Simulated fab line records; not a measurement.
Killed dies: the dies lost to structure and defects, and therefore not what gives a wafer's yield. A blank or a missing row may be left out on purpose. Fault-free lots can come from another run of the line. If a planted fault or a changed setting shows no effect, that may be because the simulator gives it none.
Comparing a struck lot with a sound one	flow sky130	15 out of 708 route steps
Sound: wafers L390.1, L390.3, L390.5. The struck wafers were L396.1, L396.3, L396.5. Last of all comes the cause.
Each step with rows lists, per side, the tool, then ch with its chambers, then its first start. Under that, the readings that differ: sound wafers	struck wafers	difference of the means	sigmas: that difference in standard deviations of wafers without a fault.
alike: a reading whose means differ by less than 2 such deviations, as well as words and numbers matching on both sides. not compared: withheld readings; readings where some wafer has no value; bounds like >300 that might hide an equal value; numbers whose values overlap and for which the record gives no deviation.
Wherever a step has rows on one side only, a row that says differs or no value, or a row with sigmas, the two part there. Non-overlapping numbers with no deviation appear without sigmas and do not part them. A reading that every wafer of one side lacks parts them only if that side has two wafers or more.

first, 7 steps without rows for these wafers: SKY_VIA2_HMDS_05 (prime time 60 s); SKY_VIA2_COAT_06 (resist thk 60 nm); SKY_VIA2_COAT_07 (resist thk 450 nm); SKY_VIA2_SOFTBAKE_08 (time 90 s); SKY_VIA2_EXPOSE_09 (exposes mask VIM2, target cd 200 nm); SKY_VIA2_PEB_10; SKY_VIA2_DEVELOP_11 (develop time 60 s).
SKY_VIA2_CD_MEAS_12 targets a cd of 200 nm.
  sound on cd_sem-02, day 40 11:45; struck on cd_sem-01, day 41 14:59
  alike: cd_nm
SKY_VIA2_OVL_MEAS_13:
  sound on overlay-02, day 40 11:52; struck on overlay-02, day 41 15:07
  alike: VIA2_OVL
SKY_VIA2_ETCH_14: etches BARC in N2/H2, stops on SiO2, time 45.9 s, target depth 60 nm.
  sound on rie_diel-04 ch 2,3, day 40 11:55; struck on rie_diel-04 ch 1,2,3, day 41 15:09
  alike: chamber_pressure_mTorr, drypump_motor_current_A, oes_product_au, throttle_valve_pct
  not compared: rf_hours_counter_h
SKY_VIA2_ETCH_15: etches SiO2 in C4F8/O2/Ar, stops on TiN, target depth 546 nm, time 84 s.
  sound on rie_diel-04 ch 2,3, day 40 11:57; struck on rie_diel-04 ch 1,2,3, day 41 15:11
  alike: chamber_pressure_mTorr, oes_product_au
  not compared: rf_hours_counter_h
SKY_VIA2_STRIP_16: strips in O2/N2.
  sound on plasma_asher-04 ch 0,1, day 40 12:01; struck on plasma_asher-02 ch 0,1, day 41 15:15
  alike: chamber_pressure_mTorr, drypump_motor_current_A, oes_product_au, strip_time_to_endpoint_s
  not compared: rf_hours_counter_h
SKY_VIA2_STRIP_17: strips in post etch residue remover, time 1200 s.
  sound on wet_bench-02 ch 2, day 40 12:07; struck on wet_bench-02 ch 2, day 41 15:21
  no value came back on the struck wafers for bath_guard_temp_C (C), bath_heat_duty_pct (%); on the sound wafers bath_guard_temp_C (C) reads 72.0 72.2 72.2
then, 1 step without rows for these wafers: SKY_VIA2_CLEAN_18 (cleans in IPA, time 180 s).
-- the record jumps here: 9 days lie between the struck wafers' starts before and after (it left off in module VIA2 and takes up again in module PAD_OPEN, whose first step shown is number 708 of the route) --
SKY_PAD_OPEN_PROBE_99:
  sound on prober-02, day 49 04:49; struck on prober-01, day 50 04:18
reading	sound	struck	difference	sigmas
model.etest.via2_chain.rc_ohm	9.512 9.601 9.473	12.38 11.75 11.94	+2.49	

== WHERE THEY PART ==
Only at SKY_VIA2_STRIP_17, within this record.

WHY: the cause the simulator had injected
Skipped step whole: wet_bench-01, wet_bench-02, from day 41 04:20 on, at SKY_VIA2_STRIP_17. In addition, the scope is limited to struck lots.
